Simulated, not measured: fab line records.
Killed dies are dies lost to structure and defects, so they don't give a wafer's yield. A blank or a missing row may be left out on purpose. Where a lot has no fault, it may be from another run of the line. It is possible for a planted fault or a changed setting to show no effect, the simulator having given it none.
fab line records / flow sky130
record: lots: 12 wafers: 36 lastDay: 50
route steps=708 shown VIA3@593 VIA4@652 METAL5@671 PASSIVATION@682 PAD_OPEN@708
lots that met no fault: taken from a fault-free run of the same line
startH: hours from the record's first day to the start of the lot's first wafer shown / waitH: how many hours have passed since the lot's step before this one / " as in the row above / L1.1+2: one row covering several wafers at once / - no value present, or no start provided / * or withheld: withheld / < > ~ a bound
route shown NAME@n: names a module that has steps shown in the file, with the first one's number in the route / usual: mean/standard deviation of fault-free wafers / same: alike in all rows / chamber/n: place in a boat / sites: readings site by site / _std_site: the values' standard deviation / _edge_site: the outer-site mean with the inner-site mean subtracted / radiusMm: how far each site lies from the wafer's centre / mask NAME#n: copy n / behind: the most recent tool/chamber to have shaped the wafer / hold: the reason the lot was held/the length of the hold in hours/how it ended / device: whichever transistor did not switch (one of n, p or np) / end of line: the route-end tests of the same wafers / a step with no rows: only its recipe / killed: at the first sort, the dies lost to defects and structure; wafer yield is something else / map: dies across one wafer; x = killed, . = not, _ = none there
set.NAME: the setting that was run; set.NAME@STEP: the one run at that earlier step / model.NAME: the simulator's own value behind a step, which no gauge read
a sample of lots followed through the steps of the route, with each step as a table and each wafer as a row
services: a tool's chamber out of use, with start hour (startH, from the record's first day; less than 0 if before it), hours out, and reason
== steps ==
step: SKY_VIA3_SPUTTER_20
recipe: material: TiN targetThkNm: 20 chamberPressurePa: 5 powerW: 4000 timeS: 80
usual: chamberPressurePa: 5.000/0.0099 throttleValvePct: 29.9/0.99
lot.wafer=L482.2 tool=pvdSputter-04 chamber=- startH=936.99 waitH=0.0 chamberPressurePa=5.000 throttleValvePct=29.3
lot.wafer=L482.3 tool=pvdSputter-04 chamber=- startH=936.99 waitH=0.0 chamberPressurePa=5.002 throttleValvePct=29.4
lot.wafer=L482.4 tool=pvdSputter-04 chamber=- startH=936.99 waitH=0.0 chamberPressurePa=4.989 throttleValvePct=29.8
lot.wafer=L483.2 tool=pvdSputter-02 chamber=- startH=942.21 waitH=0.0 chamberPressurePa=4.992 throttleValvePct=31.3
lot.wafer=L483.4 tool=pvdSputter-02 chamber=- startH=942.21 waitH=0.0 chamberPressurePa=5.016 throttleValvePct=28.7
lot.wafer=L483.5 tool=pvdSputter-02 chamber=- startH=942.21 waitH=0.0 chamberPressurePa=4.980 throttleValvePct=30.5
lot.wafer=L484.1 tool=pvdSputter-02 chamber=- startH=959.06 waitH=0.0 chamberPressurePa=4.993 throttleValvePct=31.3
lot.wafer=L484.2 tool=pvdSputter-02 chamber=- startH=959.06 waitH=0.0 chamberPressurePa=5.010 throttleValvePct=29.0
lot.wafer=L484.4 tool=pvdSputter-02 chamber=- startH=959.06 waitH=0.0 chamberPressurePa=4.974 throttleValvePct=29.6
lot.wafer=L486.2 tool=pvdSputter-01 chamber=- startH=974.17 waitH=0.0 chamberPressurePa=5.008 throttleValvePct=31.1
lot.wafer=L486.3 tool=pvdSputter-01 chamber=- startH=974.17 waitH=0.0 chamberPressurePa=5.008 throttleValvePct=31.6
lot.wafer=L486.6 tool=pvdSputter-01 chamber=- startH=974.17 waitH=0.0 chamberPressurePa=5.016 throttleValvePct=30.2
lot.wafer=L489.1 tool=pvdSputter-02 chamber=- startH=981.83 waitH=0.0 chamberPressurePa=4.999 throttleValvePct=30.5
lot.wafer=L489.3 tool=pvdSputter-02 chamber=- startH=981.83 waitH=0.0 chamberPressurePa=5.002 throttleValvePct=28.8
lot.wafer=L489.4 tool=pvdSputter-02 chamber=- startH=981.83 waitH=0.0 chamberPressurePa=5.003 throttleValvePct=31.1
lot.wafer=L488.2 tool=pvdSputter-04 chamber=- startH=983.88 waitH=0.0 chamberPressurePa=4.981 throttleValvePct=29.9
lot.wafer=L488.4 tool=pvdSputter-04 chamber=- startH=983.88 waitH=0.0 chamberPressurePa=5.003 throttleValvePct=29.2
lot.wafer=L488.6 tool=pvdSputter-04 chamber=- startH=983.88 waitH=0.0 chamberPressurePa=5.023 throttleValvePct=29.3
lot.wafer=L490.1 tool=pvdSputter-01 chamber=- startH=995.26 waitH=0.0 chamberPressurePa=5.001 throttleValvePct=31.3
lot.wafer=L490.3 tool=pvdSputter-01 chamber=- startH=995.26 waitH=0.0 chamberPressurePa=4.996 throttleValvePct=30.2
lot.wafer=L490.4 tool=pvdSputter-01 chamber=- startH=995.26 waitH=0.0 chamberPressurePa=4.987 throttleValvePct=27.6
lot.wafer=L495.3 tool=pvdSputter-02 chamber=- startH=1029.90 waitH=0.0 chamberPressurePa=5.012 throttleValvePct=31.5
lot.wafer=L495.5 tool=pvdSputter-02 chamber=- startH=1029.90 waitH=0.0 chamberPressurePa=5.009 throttleValvePct=29.4
lot.wafer=L495.6 tool=pvdSputter-02 chamber=- startH=1029.90 waitH=0.0 chamberPressurePa=5.011 throttleValvePct=30.4
lot.wafer=L497.1 tool=pvdSputter-04 chamber=- startH=1037.44 waitH=0.0 chamberPressurePa=5.006 throttleValvePct=29.6
lot.wafer=L497.2 tool=pvdSputter-04 chamber=- startH=1037.44 waitH=0.0 chamberPressurePa=4.985 throttleValvePct=29.2
lot.wafer=L497.5 tool=pvdSputter-04 chamber=- startH=1037.44 waitH=0.0 chamberPressurePa=4.990 throttleValvePct=29.7
lot.wafer=L498.1 tool=pvdSputter-04 chamber=- startH=1044.52 waitH=0.0 chamberPressurePa=4.999 throttleValvePct=29.6
lot.wafer=L498.3 tool=pvdSputter-04 chamber=- startH=1044.52 waitH=0.0 chamberPressurePa=5.002 throttleValvePct=29.7
lot.wafer=L498.6 tool=pvdSputter-04 chamber=- startH=1044.52 waitH=0.0 chamberPressurePa=5.007 throttleValvePct=29.6
lot.wafer=L503.2 tool=pvdSputter-01 chamber=- startH=1073.98 waitH=0.0 chamberPressurePa=5.005 throttleValvePct=31.4
lot.wafer=L503.4 tool=pvdSputter-01 chamber=- startH=1073.98 waitH=0.0 chamberPressurePa=4.988 throttleValvePct=27.6
lot.wafer=L503.5 tool=pvdSputter-01 chamber=- startH=1073.98 waitH=0.0 chamberPressurePa=5.013 throttleValvePct=31.3
lot.wafer=L502.2 tool=pvdSputter-02 chamber=- startH=1076.85 waitH=0.0 chamberPressurePa=4.996 throttleValvePct=28.9
lot.wafer=L502.5 tool=pvdSputter-02 chamber=- startH=1076.85 waitH=0.0 chamberPressurePa=4.995 throttleValvePct=29.7
lot.wafer=L502.6 tool=pvdSputter-02 chamber=- startH=1076.85 waitH=0.0 chamberPressurePa=4.994 throttleValvePct=30.4
step: SKY_VIA4_STRIP_13
recipe: chemistry: O2/N2 powerW: 1400 pressureMtorr: 1500 platenTempC: withheld o2FlowSccm: 3000 n2FlowSccm: 300 overashFraction: 0.5
usual: drypumpMotorCurrentA: 5.5/0.48 oesProductAu: 0.710/0.0042 stripTimeToEndpointS: 12.79/0.034
lot.wafer=L482.2 tool=plasmaAsher-03 chamber=0 startH=1012.17 waitH=- drypumpMotorCurrentA=5.9 oesProductAu=0.709 rfHoursCounterH=91 stripTimeToEndpointS=12.75
lot.wafer=L482.3 tool=plasmaAsher-03 chamber=1 startH=1012.17 waitH=- drypumpMotorCurrentA=6.8 oesProductAu=0.713 rfHoursCounterH=- stripTimeToEndpointS=12.77
lot.wafer=L482.4 tool=plasmaAsher-03 chamber=0 startH=1012.17 waitH=- drypumpMotorCurrentA=5.9 oesProductAu=0.704 rfHoursCounterH=- stripTimeToEndpointS=12.77
lot.wafer=L483.2 tool=plasmaAsher-04 chamber=1 startH=1019.17 waitH=- drypumpMotorCurrentA=5.2 oesProductAu=0.707 rfHoursCounterH=114 stripTimeToEndpointS=12.89
lot.wafer=L483.4 tool=plasmaAsher-04 chamber=0 startH=1019.17 waitH=- drypumpMotorCurrentA=5.2 oesProductAu=0.710 rfHoursCounterH=- stripTimeToEndpointS=12.85
lot.wafer=L483.5 tool=plasmaAsher-04 chamber=0 startH=1019.17 waitH=- drypumpMotorCurrentA=5.2 oesProductAu=0.717 rfHoursCounterH=- stripTimeToEndpointS=12.77
lot.wafer=L484.1 tool=plasmaAsher-04 chamber=1 startH=1032.44 waitH=- drypumpMotorCurrentA=5.2 oesProductAu=0.711 rfHoursCounterH=115 stripTimeToEndpointS=12.74
lot.wafer=L484.2 tool=plasmaAsher-04 chamber=0 startH=1032.44 waitH=- drypumpMotorCurrentA=5.2 oesProductAu=0.702 rfHoursCounterH=115 stripTimeToEndpointS=12.78
lot.wafer=L484.4 tool=plasmaAsher-04 chamber=0 startH=1032.44 waitH=- drypumpMotorCurrentA=5.2 oesProductAu=0.712 rfHoursCounterH=- stripTimeToEndpointS=12.70
lot.wafer=L486.2 tool=plasmaAsher-01 chamber=0 startH=1046.97 waitH=- drypumpMotorCurrentA=5.3 oesProductAu=0.720 rfHoursCounterH=60 stripTimeToEndpointS=12.83
lot.wafer=L486.3 tool=plasmaAsher-01 chamber=1 startH=1046.97 waitH=- drypumpMotorCurrentA=5.3 oesProductAu=0.709 rfHoursCounterH=- stripTimeToEndpointS=12.80
lot.wafer=L486.6 tool=plasmaAsher-01 chamber=0 startH=1046.97 waitH=- drypumpMotorCurrentA=5.2 oesProductAu=0.713 rfHoursCounterH=- stripTimeToEndpointS=12.76
lot.wafer=L489.1 tool=plasmaAsher-01 chamber=1 startH=1054.22 waitH=- drypumpMotorCurrentA=5.3 oesProductAu=0.712 rfHoursCounterH=61 stripTimeToEndpointS=12.77
lot.wafer=L489.3 tool=plasmaAsher-01 chamber=1 startH=1054.22 waitH=- drypumpMotorCurrentA=5.3 oesProductAu=0.712 rfHoursCounterH=- stripTimeToEndpointS=12.80
lot.wafer=L489.4 tool=plasmaAsher-01 chamber=0 startH=1054.22 waitH=- drypumpMotorCurrentA=5.3 oesProductAu=0.703 rfHoursCounterH=- stripTimeToEndpointS=12.74
lot.wafer=L488.2 tool=plasmaAsher-01 chamber=1 startH=1055.29 waitH=- drypumpMotorCurrentA=5.3 oesProductAu=0.713 rfHoursCounterH=61 stripTimeToEndpointS=12.80
lot.wafer=L488.4 tool=plasmaAsher-01 chamber=0 startH=1055.29 waitH=- drypumpMotorCurrentA=5.3 oesProductAu=0.714 rfHoursCounterH=- stripTimeToEndpointS=12.79
lot.wafer=L488.6 tool=plasmaAsher-01 chamber=1 startH=1055.29 waitH=- drypumpMotorCurrentA=5.3 oesProductAu=0.712 rfHoursCounterH=- stripTimeToEndpointS=12.79
lot.wafer=L490.1 tool=plasmaAsher-04 chamber=1 startH=1064.94 waitH=- drypumpMotorCurrentA=5.1 oesProductAu=0.710 rfHoursCounterH=0 stripTimeToEndpointS=12.80
lot.wafer=L490.3 tool=plasmaAsher-04 chamber=1 startH=1064.94 waitH=- drypumpMotorCurrentA=5.2 oesProductAu=0.707 rfHoursCounterH=- stripTimeToEndpointS=12.77
lot.wafer=L490.4 tool=plasmaAsher-04 chamber=0 startH=1064.94 waitH=- drypumpMotorCurrentA=5.2 oesProductAu=0.717 rfHoursCounterH=- stripTimeToEndpointS=12.87
lot.wafer=L495.3 tool=plasmaAsher-04 chamber=1 startH=1097.38 waitH=- drypumpMotorCurrentA=5.2 oesProductAu=0.707 rfHoursCounterH=- stripTimeToEndpointS=12.80
lot.wafer=L495.5 tool=plasmaAsher-04 chamber=0 startH=1097.38 waitH=- drypumpMotorCurrentA=5.2 oesProductAu=0.719 rfHoursCounterH=- stripTimeToEndpointS=12.78
lot.wafer=L495.6 tool=plasmaAsher-04 chamber=1 startH=1097.38 waitH=- drypumpMotorCurrentA=5.2 oesProductAu=0.709 rfHoursCounterH=- stripTimeToEndpointS=12.79
lot.wafer=L497.1 tool=plasmaAsher-04 chamber=1 startH=1104.29 waitH=- drypumpMotorCurrentA=5.2 oesProductAu=0.716 rfHoursCounterH=4 stripTimeToEndpointS=12.79
lot.wafer=L497.2 tool=plasmaAsher-04 chamber=0 startH=1104.29 waitH=- drypumpMotorCurrentA=5.2 oesProductAu=0.709 rfHoursCounterH=4 stripTimeToEndpointS=12.83
lot.wafer=L497.5 tool=plasmaAsher-04 chamber=1 startH=1104.29 waitH=- drypumpMotorCurrentA=5.2 oesProductAu=0.711 rfHoursCounterH=- stripTimeToEndpointS=12.76
lot.wafer=L498.1 tool=plasmaAsher-04 chamber=0 startH=1110.49 waitH=- drypumpMotorCurrentA=5.2 oesProductAu=0.714 rfHoursCounterH=4 stripTimeToEndpointS=12.76
lot.wafer=L498.3 tool=plasmaAsher-04 chamber=1 startH=1110.49 waitH=- drypumpMotorCurrentA=5.2 oesProductAu=0.710 rfHoursCounterH=- stripTimeToEndpointS=12.76
lot.wafer=L498.6 tool=plasmaAsher-04 chamber=1 startH=1110.49 waitH=- drypumpMotorCurrentA=5.2 oesProductAu=0.712 rfHoursCounterH=- stripTimeToEndpointS=12.79
lot.wafer=L503.2 tool=plasmaAsher-04 chamber=0 startH=1137.67 waitH=- drypumpMotorCurrentA=5.2 oesProductAu=0.715 rfHoursCounterH=7 stripTimeToEndpointS=12.77
lot.wafer=L503.4 tool=plasmaAsher-04 chamber=1 startH=1137.67 waitH=- drypumpMotorCurrentA=5.2 oesProductAu=0.710 rfHoursCounterH=- stripTimeToEndpointS=12.78
lot.wafer=L503.5 tool=plasmaAsher-04 chamber=1 startH=1137.67 waitH=- drypumpMotorCurrentA=5.2 oesProductAu=0.709 rfHoursCounterH=- stripTimeToEndpointS=12.77
lot.wafer=L502.2 tool=plasmaAsher-04 chamber=1 startH=1139.72 waitH=- drypumpMotorCurrentA=5.2 oesProductAu=0.708 rfHoursCounterH=7 stripTimeToEndpointS=12.81
lot.wafer=L502.5 tool=plasmaAsher-04 chamber=0 startH=1139.72 waitH=- drypumpMotorCurrentA=5.2 oesProductAu=0.713 rfHoursCounterH=- stripTimeToEndpointS=12.78
lot.wafer=L502.6 tool=plasmaAsher-04 chamber=1 startH=1139.72 waitH=- drypumpMotorCurrentA=5.2 oesProductAu=0.718 rfHoursCounterH=- stripTimeToEndpointS=12.79
step: SKY_METAL5_SOFTBAKE_10
recipe: tempC: 90 timeS: 60 resist: NOVOLAK
usual: heaterPowerTotalW: 56.60/0.044 plateTempC: 89.99/0.12 resistLineTempC: 22.99/0.11
lot.wafer=L482.2 tool=lithoTrack-04 chamber=0 startH=1025.86 waitH=0.1 heaterPowerTotalW=56.44 plateTempC=90.05 resistLineTempC=22.96
lot.wafer=L482.3 tool=lithoTrack-04 chamber=0 startH=1025.86 waitH=0.1 heaterPowerTotalW=56.57 plateTempC=89.77 resistLineTempC=22.86
lot.wafer=L482.4 tool=lithoTrack-04 chamber=0 startH=1025.86 waitH=0.1 heaterPowerTotalW=56.62 plateTempC=89.93 resistLineTempC=22.94
lot.wafer=L483.2 tool=lithoTrack-04 chamber=0 startH=1031.91 waitH=0.1 heaterPowerTotalW=56.65 plateTempC=89.92 resistLineTempC=22.86
lot.wafer=L483.4 tool=lithoTrack-04 chamber=0 startH=1031.91 waitH=0.1 heaterPowerTotalW=56.54 plateTempC=90.07 resistLineTempC=22.80
lot.wafer=L483.5 tool=lithoTrack-04 chamber=0 startH=1031.91 waitH=0.1 heaterPowerTotalW=56.63 plateTempC=89.95 resistLineTempC=22.75
lot.wafer=L484.1 tool=lithoTrack-01 chamber=0 startH=1045.46 waitH=0.1 heaterPowerTotalW=56.64 plateTempC=89.95 resistLineTempC=23.05
lot.wafer=L484.2 tool=lithoTrack-01 chamber=0 startH=1045.46 waitH=0.1 heaterPowerTotalW=56.63 plateTempC=89.97 resistLineTempC=22.97
lot.wafer=L484.4 tool=lithoTrack-01 chamber=0 startH=1045.46 waitH=0.1 heaterPowerTotalW=56.57 plateTempC=89.90 resistLineTempC=22.99
lot.wafer=L486.2 tool=lithoTrack-03 chamber=0 startH=1059.41 waitH=0.1 heaterPowerTotalW=56.64 plateTempC=89.86 resistLineTempC=23.10
lot.wafer=L486.3 tool=lithoTrack-03 chamber=0 startH=1059.41 waitH=0.1 heaterPowerTotalW=56.58 plateTempC=89.97 resistLineTempC=23.10
lot.wafer=L486.6 tool=lithoTrack-03 chamber=0 startH=1059.41 waitH=0.1 heaterPowerTotalW=56.63 plateTempC=89.93 resistLineTempC=22.86
lot.wafer=L489.1 tool=lithoTrack-03 chamber=0 startH=1066.23 waitH=0.1 heaterPowerTotalW=56.60 plateTempC=90.03 resistLineTempC=23.10
lot.wafer=L489.3 tool=lithoTrack-03 chamber=0 startH=1066.23 waitH=0.1 heaterPowerTotalW=56.61 plateTempC=89.96 resistLineTempC=23.05
lot.wafer=L489.4 tool=lithoTrack-03 chamber=0 startH=1066.23 waitH=0.1 heaterPowerTotalW=56.61 plateTempC=89.97 resistLineTempC=23.17
lot.wafer=L488.2 tool=lithoTrack-04 chamber=0 startH=1067.41 waitH=0.1 heaterPowerTotalW=56.62 plateTempC=90.02 resistLineTempC=23.17
lot.wafer=L488.4 tool=lithoTrack-04 chamber=0 startH=1067.41 waitH=0.1 heaterPowerTotalW=56.62 plateTempC=90.06 resistLineTempC=23.07
lot.wafer=L488.6 tool=lithoTrack-04 chamber=0 startH=1067.41 waitH=0.1 heaterPowerTotalW=56.62 plateTempC=90.01 resistLineTempC=23.03
lot.wafer=L490.1 tool=lithoTrack-03 chamber=0 startH=1077.28 waitH=0.1 heaterPowerTotalW=56.57 plateTempC=90.19 resistLineTempC=22.99
lot.wafer=L490.3 tool=lithoTrack-03 chamber=0 startH=1077.28 waitH=0.1 heaterPowerTotalW=56.58 plateTempC=89.87 resistLineTempC=22.94
lot.wafer=L490.4 tool=lithoTrack-03 chamber=0 startH=1077.28 waitH=0.1 heaterPowerTotalW=56.59 plateTempC=90.03 resistLineTempC=23.15
lot.wafer=L495.3 tool=lithoTrack-04 chamber=0 startH=1108.83 waitH=0.1 heaterPowerTotalW=57.71 plateTempC=91.31 resistLineTempC=22.84
lot.wafer=L495.5 tool=lithoTrack-04 chamber=0 startH=1108.83 waitH=0.1 heaterPowerTotalW=57.72 plateTempC=91.38 resistLineTempC=22.85
lot.wafer=L495.6 tool=lithoTrack-04 chamber=0 startH=1108.83 waitH=0.1 heaterPowerTotalW=57.72 plateTempC=91.22 resistLineTempC=22.70
lot.wafer=L497.1 tool=lithoTrack-01 chamber=0 startH=1116.16 waitH=0.1 heaterPowerTotalW=56.59 plateTempC=90.00 resistLineTempC=22.96
lot.wafer=L497.2 tool=lithoTrack-01 chamber=0 startH=1116.16 waitH=0.1 heaterPowerTotalW=56.63 plateTempC=89.91 resistLineTempC=23.08
lot.wafer=L497.5 tool=lithoTrack-01 chamber=0 startH=1116.16 waitH=0.1 heaterPowerTotalW=56.58 plateTempC=89.90 resistLineTempC=22.97
lot.wafer=L498.1 tool=lithoTrack-04 chamber=0 startH=1122.68 waitH=0.1 heaterPowerTotalW=57.66 plateTempC=91.27 resistLineTempC=22.96
lot.wafer=L498.3 tool=lithoTrack-04 chamber=0 startH=1122.68 waitH=0.1 heaterPowerTotalW=57.79 plateTempC=91.20 resistLineTempC=23.07
lot.wafer=L498.6 tool=lithoTrack-04 chamber=0 startH=1122.68 waitH=0.1 heaterPowerTotalW=57.69 plateTempC=91.26 resistLineTempC=23.06
lot.wafer=L503.2 tool=lithoTrack-01 chamber=0 startH=1147.73 waitH=0.1 heaterPowerTotalW=56.59 plateTempC=89.94 resistLineTempC=22.85
lot.wafer=L503.4 tool=lithoTrack-01 chamber=0 startH=1147.73 waitH=0.1 heaterPowerTotalW=56.64 plateTempC=89.93 resistLineTempC=23.03
lot.wafer=L503.5 tool=lithoTrack-01 chamber=0 startH=1147.73 waitH=0.1 heaterPowerTotalW=56.57 plateTempC=89.86 resistLineTempC=23.04
lot.wafer=L502.2 tool=lithoTrack-01 chamber=0 startH=1150.23 waitH=0.1 heaterPowerTotalW=56.66 plateTempC=89.96 resistLineTempC=22.84
lot.wafer=L502.5 tool=lithoTrack-01 chamber=0 startH=1150.23 waitH=0.1 heaterPowerTotalW=56.57 plateTempC=89.99 resistLineTempC=23.01
lot.wafer=L502.6 tool=lithoTrack-01 chamber=0 startH=1150.23 waitH=0.1 heaterPowerTotalW=56.61 plateTempC=90.00 resistLineTempC=22.87
step: SKY_PASSIVATION_THK_MEAS_01
recipe: reads: SiO2_of_PASSIVATION_CVD_00
usual: PASSIVATION_CVD_00_THK: 89.5/1.2
lot.wafer=L482.2 tool=filmMetro-03 chamber=- startH=1037.69 waitH=- PASSIVATION_CVD_00_THK[nm]=88.7
lot.wafer=L482.3 tool=filmMetro-03 chamber=- startH=1037.69 waitH=- PASSIVATION_CVD_00_THK[nm]=90.1
lot.wafer=L482.4 tool=filmMetro-03 chamber=- startH=1037.69 waitH=- PASSIVATION_CVD_00_THK[nm]=90.8
lot.wafer=L483.2 tool=filmMetro-02 chamber=- startH=1043.02 waitH=- PASSIVATION_CVD_00_THK[nm]=87.2
lot.wafer=L483.4 tool=filmMetro-02 chamber=- startH=1043.02 waitH=- PASSIVATION_CVD_00_THK[nm]=88.7
lot.wafer=L483.5 tool=filmMetro-02 chamber=- startH=1043.02 waitH=- PASSIVATION_CVD_00_THK[nm]=89.4
lot.wafer=L484.1 tool=filmMetro-01 chamber=- startH=1057.04 waitH=- PASSIVATION_CVD_00_THK[nm]=89.7
lot.wafer=L484.2 tool=filmMetro-01 chamber=- startH=1057.04 waitH=- PASSIVATION_CVD_00_THK[nm]=89.6
lot.wafer=L484.4 tool=filmMetro-01 chamber=- startH=1057.04 waitH=- PASSIVATION_CVD_00_THK[nm]=89.7
lot.wafer=L486.2 tool=filmMetro-01 chamber=- startH=1071.51 waitH=- PASSIVATION_CVD_00_THK[nm]=89.7
lot.wafer=L486.3 tool=filmMetro-01 chamber=- startH=1071.51 waitH=- PASSIVATION_CVD_00_THK[nm]=87.1
lot.wafer=L486.6 tool=filmMetro-01 chamber=- startH=1071.51 waitH=- PASSIVATION_CVD_00_THK[nm]=88.8
lot.wafer=L489.1 tool=filmMetro-03 chamber=- startH=1078.53 waitH=- PASSIVATION_CVD_00_THK[nm]=88.0
lot.wafer=L489.3 tool=filmMetro-03 chamber=- startH=1078.53 waitH=- PASSIVATION_CVD_00_THK[nm]=88.2
lot.wafer=L489.4 tool=filmMetro-03 chamber=- startH=1078.53 waitH=- PASSIVATION_CVD_00_THK[nm]=90.7
lot.wafer=L488.2 tool=filmMetro-03 chamber=- startH=1079.70 waitH=- PASSIVATION_CVD_00_THK[nm]=90.6
lot.wafer=L488.4 tool=filmMetro-03 chamber=- startH=1079.70 waitH=- PASSIVATION_CVD_00_THK[nm]=89.8
lot.wafer=L488.6 tool=filmMetro-03 chamber=- startH=1079.70 waitH=- PASSIVATION_CVD_00_THK[nm]=90.4
lot.wafer=L490.1 tool=filmMetro-02 chamber=- startH=1087.40 waitH=- PASSIVATION_CVD_00_THK[nm]=87.7
lot.wafer=L490.3 tool=filmMetro-02 chamber=- startH=1087.40 waitH=- PASSIVATION_CVD_00_THK[nm]=88.3
lot.wafer=L490.4 tool=filmMetro-02 chamber=- startH=1087.40 waitH=- PASSIVATION_CVD_00_THK[nm]=89.8
lot.wafer=L495.3 tool=filmMetro-02 chamber=- startH=1119.96 waitH=- PASSIVATION_CVD_00_THK[nm]=88.3
lot.wafer=L495.5 tool=filmMetro-02 chamber=- startH=1119.96 waitH=- PASSIVATION_CVD_00_THK[nm]=90.2
lot.wafer=L495.6 tool=filmMetro-02 chamber=- startH=1119.96 waitH=- PASSIVATION_CVD_00_THK[nm]=88.8
lot.wafer=L497.1 tool=filmMetro-03 chamber=- startH=1127.13 waitH=- PASSIVATION_CVD_00_THK[nm]=88.8
lot.wafer=L497.2 tool=filmMetro-03 chamber=- startH=1127.13 waitH=- PASSIVATION_CVD_00_THK[nm]=88.2
lot.wafer=L497.5 tool=filmMetro-03 chamber=- startH=1127.13 waitH=- PASSIVATION_CVD_00_THK[nm]=89.6
lot.wafer=L498.1 tool=filmMetro-03 chamber=- startH=1132.52 waitH=- PASSIVATION_CVD_00_THK[nm]=88.5
lot.wafer=L498.3 tool=filmMetro-03 chamber=- startH=1132.52 waitH=- PASSIVATION_CVD_00_THK[nm]=88.9
lot.wafer=L498.6 tool=filmMetro-03 chamber=- startH=1132.52 waitH=- PASSIVATION_CVD_00_THK[nm]=89.8
lot.wafer=L503.2 tool=filmMetro-02 chamber=- startH=1157.79 waitH=- PASSIVATION_CVD_00_THK[nm]=90.0
lot.wafer=L503.4 tool=filmMetro-02 chamber=- startH=1157.79 waitH=- PASSIVATION_CVD_00_THK[nm]=89.2
lot.wafer=L503.5 tool=filmMetro-02 chamber=- startH=1157.79 waitH=- PASSIVATION_CVD_00_THK[nm]=88.5
lot.wafer=L502.2 tool=filmMetro-02 chamber=- startH=1161.17 waitH=- PASSIVATION_CVD_00_THK[nm]=89.9
lot.wafer=L502.5 tool=filmMetro-02 chamber=- startH=1161.17 waitH=- PASSIVATION_CVD_00_THK[nm]=90.9
lot.wafer=L502.6 tool=filmMetro-02 chamber=- startH=1161.17 waitH=- PASSIVATION_CVD_00_THK[nm]=91.1
step: SKY_PAD_OPEN_PROBE_99
usual: defectLimitedYield: 82.2/2 killed_at_M0_to_M3: 45/7.2 killed_at_M4_up: 3.0/1.8 killedAtContacts: 25/6.1 killedAtFrontEnd: 14/4.4 killedAtOther: 0.2/0.44 killedDies: 88/10 killedOpen: 48/7.4 killedShort: 40/6.3 sort_bin_3_pad_short: 0.9/0.41 sort_bin_5_function: 10.6/1.5 sort_bin_6_memory: 6.4/1.2 sortNPass: 404/10 sortYieldPct: 82.2/2
same: grossDies: 492 killedAtBackSide: 0 sort_bin_4_leakage[%]: 0 sort_bin_8_speed[%]: 0
lot.wafer=L503.2 tool=prober-01 chamber=- startH=1193.23 waitH=0.1 defectLimitedYield[%]=83.5 killed_at_M0_to_M3=41 killed_at_M4_up=2 killedAtContacts=25 killedAtFrontEnd=13 killedAtOther=0 killedDies=81 killedOpen=46 killedShort=35 sort_bin_3_pad_short[%]=0.4 sort_bin_5_function[%]=10.6 sort_bin_6_memory[%]=5.5 sortNPass=411 sortYieldPct[%]=83.5
lot.wafer=L503.4 tool=prober-01 chamber=- startH=1193.33 waitH=0.2 defectLimitedYield[%]=84.8 killed_at_M0_to_M3=32 killed_at_M4_up=2 killedAtContacts=26 killedAtFrontEnd=14 killedAtOther=1 killedDies=75 killedOpen=36 killedShort=39 sort_bin_3_pad_short[%]=0.8 sort_bin_5_function[%]=10.0 sort_bin_6_memory[%]=4.5 sortNPass=417 sortYieldPct[%]=84.8
lot.wafer=L503.5 tool=prober-01 chamber=- startH=1193.38 waitH=0.2 defectLimitedYield[%]=78.9 killed_at_M0_to_M3=57 killed_at_M4_up=3 killedAtContacts=31 killedAtFrontEnd=13 killedAtOther=0 killedDies=104 killedOpen=56 killedShort=48 sort_bin_3_pad_short[%]=1.4 sort_bin_5_function[%]=11.6 sort_bin_6_memory[%]=8.1 sortNPass=388 sortYieldPct[%]=78.9
killed by level:class
L503.2 VIA1:geometricParticle:open=11 LI_CONTACT:geometricParticle:open=7 CONTACT:geometricParticle:open=6 CONTACT:geometricParticle:short=6 LOCAL_INTERCONNECT:geometricParticle:short=5 VIA1:geometricParticle:short=5 VIA2:geometricParticle:open=5 FIELD_ISO:geometricParticle:open=4
L503.4 CONTACT:geometricParticle:open=9 FIELD_ISO:geometricParticle:open=6 LOCAL_INTERCONNECT:geometricParticle:short=6 METAL2:geometricParticle:short=6 CONTACT:geometricParticle:short=5 POLY_GATE:geometricParticle:short=4 VIA1:geometricParticle:open=4 VIA1:geometricParticle:short=4
L503.5 CONTACT:geometricParticle:open=13 VIA1:geometricParticle:open=12 VIA3:geometricParticle:open=10 METAL1:geometricParticle:short=9 LOCAL_INTERCONNECT:geometricParticle:short=6 VIA2:geometricParticle:open=6 LI_CONTACT:geometricParticle:open=5 VIA2:geometricParticle:short=5
== services ==
tool=plasmaAsher-01 chamber=- startH=961.05 hours=5.9 kind=repair
tool=plasmaAsher-01 chamber=- startH=975.02 hours=0.5 kind=repair
tool=plasmaAsher-03 chamber=- startH=1012.27 hours=28.1 kind=pm
tool=plasmaAsher-04 chamber=- startH=1055.25 hours=9.0 kind=pm
tool=plasmaAsher-04 chamber=0 startH=1055.25 hours=9.0 kind=ventCycle
tool=plasmaAsher-04 chamber=1 startH=1055.25 hours=9.0 kind=ventCycle
tool=plasmaAsher-04 chamber=0 startH=1064.25 hours=- kind=clean
tool=plasmaAsher-04 chamber=1 startH=1064.25 hours=- kind=clean
tool=plasmaAsher-01 chamber=- startH=1064.93 hours=1.2 kind=repair
tool=pvdSputter-01 chamber=- startH=1090.68 hours=8.8 kind=repair
tool=pvdSputter-01 chamber=- startH=1090.89 hours=1.3 kind=repair
tool=plasmaAsher-01 chamber=- startH=1109.68 hours=4.9 kind=repair
tool=plasmaAsher-04 chamber=- startH=1120.81 hours=5.1 kind=repair
tool=pvdSputter-02 chamber=- startH=1134.28 hours=6.2 kind=repair
== key ==
firstSign: step: SKY_METAL5_SOFTBAKE_10 reading: heaterPowerTotalW direction: up sigmas: 26 usual: * struck: *
effect: step: SKY_METAL5_SOFTBAKE_10 reading: plateTempC direction: up sigmas: 11 usual: * struck: *
metAt SKY_METAL5_SOFTBAKE_10
struckLots L495,L498
notActingAt SKY_VIA3_SPUTTER_20,SKY_VIA4_STRIP_13,SKY_PASSIVATION_THK_MEAS_01
onsetBetween 1067.41 1108.83
fault: kind: processParameterDrift tool: lithoTrack-04 chamber: - onsetH: 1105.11 steps: SKY_METAL5_SOFTBAKE_10 channel: tempC offset: * shape: step endH: 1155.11 actsIn: * stated: *
